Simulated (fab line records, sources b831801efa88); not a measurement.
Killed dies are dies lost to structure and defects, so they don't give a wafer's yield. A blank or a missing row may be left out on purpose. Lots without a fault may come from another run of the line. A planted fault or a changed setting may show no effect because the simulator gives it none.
Split-lot experiment | flow gf180mcu | 5 lots, 23 wafers read, on a route of 602 steps

THE SPLIT
At GF_M4_SPUTTER_04 (material TiN, target thk 50 nm, time 41.7 s), the setting power_w was moved away from the recipe's 6500 W on 8 of the 23 wafers read, by -9.9% to +6.1%. The other wafers ran this setting at the recipe's value.

The reading is taken at the split's own step.

THE READING
TiN_of_M4_SPUTTER_04.thk_nm (the simulator's own value, which no gauge read), in nm, at GF_M4_SPUTTER_04 (material TiN, target thk 50 nm, time 41.7 s). The file gives no usual value for it. The 15 wafers here that ran the recipe average 50.04 nm, standard deviation 0.37 nm.

wafer  | tool, chamber at the split | power_w as run, W | against the recipe | TiN_of_M4_SPUTTER_04.thk_nm, nm | against lot-mates on the recipe
L080.1 | pvd_sputter-03, -          | 6500              | recipe             | 50.01                           | -
L080.2 | pvd_sputter-03, -          | 6144              | -5.5%              | 46.93                           | -2.98
L080.3 | pvd_sputter-03, -          | 6500              | recipe             | 50.12                           | -
L080.5 | pvd_sputter-03, -          | 6144              | -5.5%              | 46.65                           | -3.26
L080.6 | pvd_sputter-03, -          | 6500              | recipe             | 49.6                            | -
L082.1 | pvd_sputter-03, -          | 6500              | recipe             | 50.09                           | -
L082.3 | pvd_sputter-03, -          | 6500              | recipe             | 50.03                           | -
L082.4 | pvd_sputter-03, -          | 6158              | -5.3%              | 47.87                           | -2.19
L082.5 | pvd_sputter-03, -          | 6158              | -5.3%              | 47.2                            | -2.86
L082.6 | pvd_sputter-03, -          | 6500              | recipe             | 50.05                           | -
L083.2 | pvd_sputter-04, -          | 6500              | recipe             | 50.12                           | -
L083.3 | pvd_sputter-04, -          | 6500              | recipe             | 50.19                           | -
L083.4 | pvd_sputter-04, -          | 6500              | recipe             | 49.94                           | -
L083.5 | pvd_sputter-04, -          | 5859              | -9.9%              | 45.21                           | -4.87
L083.6 | pvd_sputter-04, -          | 5859              | -9.9%              | 44.84                           | -5.24
L084.3 | pvd_sputter-02, -          | 6500              | recipe             | 50.49                           | -
L084.4 | pvd_sputter-02, -          | 6500              | recipe             | 49.35                           | -
L084.6 | pvd_sputter-02, -          | 6500              | recipe             | 49.45                           | -
L085.2 | pvd_sputter-02, -          | 6500              | recipe             | 49.87                           | -
L085.3 | pvd_sputter-02, -          | 6896              | +6.1%              | 53.53                           | +3.15
L085.4 | pvd_sputter-02, -          | 6500              | recipe             | 50.57                           | -
L085.5 | pvd_sputter-02, -          | 6896              | +6.1%              | 52.81                           | +2.43
L085.6 | pvd_sputter-02, -          | 6500              | recipe             | 50.7                            | -

THE FIT
A straight line over all 23 wafers: TiN_of_M4_SPUTTER_04.thk_nm changes by +0.517 nm for each +1% of power_w; r = +0.98; the points scatter about the line by 0.38 nm.
The same after taking each lot's own level away (the mean of its wafers on the recipe; 23 wafers): +0.502 nm for each +1%; r = +0.99; scatter 0.34 nm.
On that fit, the largest move of power_w shifts the reading by 5 nm.
The lots' own levels span 49.763 to 50.380 nm, that is 1.7 times the standard deviation above.
So the lot-to-lot level changes the slope little: the two slopes agree.
Check: with one of the wafers moved furthest among these (-9.9%) left out of the fit, the line predicts -5.05 nm for it against its lot-mates. It came out at -4.87 nm against them.

OTHER SPLITS ON THESE WAFERS
These wafers also went through other splits before the reading. Each is held against what the fit with the lots' levels taken away leaves over:
other split on the same wafers | wafers away from the commonest value | r with TiN_of_M4_SPUTTER_04.thk_nm (lot level and that fit taken away)
GF_V1_ETCH_17 source_w         | 9                                    | +0.23
GF_M2_SPUTTER_00 power_w       | 8                                    | -0.02
GF_M2_SPUTTER_02 time_s        | 6                                    | +0.17
GF_M2_EXPOSE_11 dose_mj        | 7                                    | +0.19
GF_V2_COAT_09 resist_thk_nm    | 10                                   | -0.04
GF_V2_ETCH_16 ion_energy_ev    | 5                                    | +0.07
GF_M3_METAL_ETCH_16 icp_w      | 12                                   | +0.04
GF_V3_CVD_00 sih4_flow_sccm    | 7                                    | +0.04
GF_M4_SPUTTER_00 power_w       | 7                                    | +0.00

THE FILE'S OWN FIT
TiN_of_M4_SPUTTER_04.thk_nm changes by +0.506 nm for each +1% of power_w, r = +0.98.
